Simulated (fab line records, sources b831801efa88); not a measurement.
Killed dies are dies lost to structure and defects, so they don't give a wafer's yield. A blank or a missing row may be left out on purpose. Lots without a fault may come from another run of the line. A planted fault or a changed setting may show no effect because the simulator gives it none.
Problem report in the 8D (eight disciplines) form, filled by code | flow sky130 | the parts of the form that need people (team, actions taken, sign-off) are left out

1. THE PROBLEM
dose_ions_cm2 at SKY_LDD_N_IMPLANT_08 reads a mean of 6.681e+13 on 6 wafers of 2 lots; wafers without a fault read 7.503e+13 with a standard deviation of 7.9e+10. That is -99 or more standard deviations from the usual mean.
First seen on wafer L180.1, day 22 18:50, on implanter-01. The record holds 18 wafers of 6 lots with a number at this step. Rule for "out", or "out of limits": more than 4 standard deviations from the usual mean. The other wafers with a number count as sound.

2. WHAT IT IS AND WHAT IT IS NOT
question                    | is                     | is not
which readings at this step | dose_ions_cm2          | -
which lots                  | L180, L181             | L171, L173, L177, L186
which wafers of those lots  | all that have a number | -
read on which tools         | implanter-01           | implanter-02, implanter-03
when                        | from day 22 18:50      | up to then (9 sound wafers); but 3 sound wafers of L186 came after

3. SUSPECTS, AND WHAT RULES EACH OUT
Counting: a tool at a process step up to the reading stays a suspect if it ran every lot that is out and no sound lot after the first of them.
- implanter-01 at SKY_LDD_N_IMPLANT_08: kept. It ran every lot that is out, first L180 (day 22 18:50), and no sound lot after that; its last sound lot up to then is L171 (day 19 01:59). Its own readings are out on those wafers: dose_ions_cm2.
Left after counting: implanter-01 at SKY_LDD_N_IMPLANT_08.

4. THE CAUSE (what the simulator had put in)
Process parameter drift: implanter-01, from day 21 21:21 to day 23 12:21, at SKY_LDD_N_IMPLANT_08. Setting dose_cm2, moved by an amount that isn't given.
Counting left only this tool.

5. THE CHAIN OF EFFECTS, in route order
Each row: a reading whose mean over the struck wafers that have a number lies more than 3 standard deviations from the usual. Only readings for which the record gives a usual standard deviation are gone through. hours: the time from each lot's start at the first step in this table that gives one to its start at this step, as a median over the lots. sigmas: the change in usual standard deviations.
hours | step                 | reading            | usual     | on struck wafers | change     | sigmas
0     | SKY_LDD_N_IMPLANT_08 | dose_ions_cm2      | 7.503e+13 | 6.681e+13        | -8.222e+12 | -99 or more
0     | SKY_LDD_N_IMPLANT_08 | faraday_current_uA | 422       | 373              | -49        | -5.3
The process steps in it:
- SKY_LDD_N_IMPLANT_08

6. WHAT WOULD HAVE CAUGHT IT SOONER
In this record the first reading out of limits was taken at day 22 18:50, 21 hours after the fault began at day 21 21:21.
